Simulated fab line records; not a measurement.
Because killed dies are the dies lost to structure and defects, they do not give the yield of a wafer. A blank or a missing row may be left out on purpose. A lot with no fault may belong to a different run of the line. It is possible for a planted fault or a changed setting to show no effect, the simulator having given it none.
2 desks, one fault :: flow gf180mcu :: each desk has only its own numbers; what lay behind them comes last

AT THE METROLOGY DESK
Lot by lot, what the gauges showed, no matter which tool ran the lot: averages of those sampled wafers that carry a number. A lot is out of limits, marked OUT, if its mean lies more than 4 standard deviations from the usual mean; the brackets give that distance.
Columns: A = PASSIVATION_CVD_02_THK at GF_PASSIVATION_THK_MEAS_03, usual 704 nm
lot: L236
first seen here: day 28 19:05
A: 705

lot: L239
first seen here: day 29 18:47
A: 702

lot: L240
first seen here: day 29 19:07
A: 709

lot: L242
first seen here: day 30 15:25
A: 708

lot: L248
first seen here: day 32 16:10
A: 701

lot: L250
first seen here: day 32 21:05
A: 702

lot: L249
first seen here: day 32 22:12
A: 714

lot: L251
first seen here: day 33 03:13
A: 695

lot: L253
first seen here: day 33 17:48
A: 701

lot: L254
first seen here: day 33 19:08
A: 704

lot: L255
first seen here: day 34 01:01
A: 706

lot: L257
first seen here: day 34 12:39
A: 702

lot: L258
first seen here: day 34 14:23
A: 707
This desk found nothing out of limits on any of the 13 lots.

AT THE TOOL OWNER'S DESK: plasma asher-04
The tool's own readings at GF_M3_STRIP_17 (strips in O2/N2): means of the sampled wafers that have a number, for each lot that ran on this tool. A lot is out of limits, marked OUT, if its mean lies more than 4 standard deviations from the usual mean; the brackets give that distance.
Columns: A = drypump motor current A at GF_M3_STRIP_17, usual 5.7 A; B = heater power w at GF_M3_STRIP_17, usual 314 W; C = oes product au at GF_M3_STRIP_17, usual 0.558 a.u.; D = strip time to endpoint s at GF_M3_STRIP_17, usual 7.87 s
lot: L236
first seen here: day 22 02:13
A: 5.4
B: 291
C: 0.556
D: 7.94

lot: L239
first seen here: day 23 03:37
A: 5.4
B: 290
C: 0.562
D: 7.91

lot: L240
first seen here: day 23 06:25
A: 5.4
B: 288
C: 0.559
D: 7.83

lot: L242
first seen here: day 24 07:26
A: 5.2
B: 273
C: 0.559
D: 7.90

lot: L249
first seen here: day 27 02:04
A: 5.6
B: 303
C: 0.554
D: 7.85

lot: L253
first seen here: day 27 21:25
A: 5.2
B: 277
C: 0.562
D: 7.92

lot: L254
first seen here: day 28 01:37
A: 5.8
B: 312
C: 0.560
D: 7.94

lot: L258
first seen here: day 29 04:05
A: 5.4
B: 292
C: 0.562
D: 7.88
This desk found nothing out of limits on any of the 8 lots.

ALL TOGETHER
The metrology desk saw nothing out of limits.
The tool owner's desk saw nothing out of limits.

WHAT THE SIMULATOR HAD INSERTED
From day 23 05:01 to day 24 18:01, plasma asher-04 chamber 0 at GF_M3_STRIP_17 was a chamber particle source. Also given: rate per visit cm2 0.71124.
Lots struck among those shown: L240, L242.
